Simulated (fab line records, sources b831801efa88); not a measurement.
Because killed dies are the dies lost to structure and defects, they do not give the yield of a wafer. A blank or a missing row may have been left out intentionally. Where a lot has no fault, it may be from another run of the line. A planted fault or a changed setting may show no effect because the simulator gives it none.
Matching of chambers || flow sky130 || 3 sister chambers for SKY_PASSIVATION_CVD_00 on pecvd-01
The step deposits SiO2, target thk 90 nm. 6 wafers are shown with their chamber, then 8 later ones without.

## WAFERS WITH THEIR CHAMBER
{"wafer": "L081.3", "chamber": 2, "heater power w (W)": 664}
{"wafer": "L081.4", "chamber": 2, "heater power w (W)": 667}
{"wafer": "L083.4", "chamber": 0, "heater power w (W)": 720}
{"wafer": "L086.4", "chamber": 1, "heater power w (W)": 515}
{"wafer": "L086.5", "chamber": 0, "heater power w (W)": 644}
{"wafer": "L091.1", "chamber": 1, "heater power w (W)": 554}

## WAFERS WITHOUT THEIR CHAMBER
{"wafer": "L091.4", "heater power w (W)": 558}
{"wafer": "L091.5", "heater power w (W)": 634}
{"wafer": "L094.1", "heater power w (W)": 444}
{"wafer": "L094.5", "heater power w (W)": 472}
{"wafer": "L094.6", "heater power w (W)": 606}
{"wafer": "L095.1", "heater power w (W)": 682}
{"wafer": "L095.3", "heater power w (W)": 644}
{"wafer": "L095.4", "heater power w (W)": 535}

## WHICH CHAMBER EACH ONE RAN IN
{"wafer": "L091.4", "from the rows above": 1, "in truth": 1}
{"wafer": "L091.5", "from the rows above": "can't be placed: 2 or 0 or 1", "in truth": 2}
{"wafer": "L094.1", "from the rows above": 1, "in truth": 1}
{"wafer": "L094.5", "from the rows above": 1, "in truth": 1}
{"wafer": "L094.6", "from the rows above": "can't be placed: 2 or 1 or 0", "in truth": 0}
{"wafer": "L095.1", "from the rows above": "can't be placed: 0 or 2", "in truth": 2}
{"wafer": "L095.3", "from the rows above": "can't be placed: 2 or 0", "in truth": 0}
{"wafer": "L095.4", "from the rows above": 1, "in truth": 1}
4 of 8 placed correctly. These rows do not allow placing 4 (true chamber among the candidates in 4). 0 placed wrongly.
How it was worked out, from the rows above alone: a wafer's distance from a chamber is the root of the sum, over the readings, of the square of ((its reading less the chamber's mean) divided by the reading's scatter). If the next closest chamber is less than 2 further off than the closest, the wafer can't be placed; otherwise it belongs to the closest. For every chamber, the mean is computed from those of its wafers that are shown. The scatter: take each reading less its chamber's mean, square it, sum over the shown wafers, divide by the number of wafers less the number of chambers, and take the root.
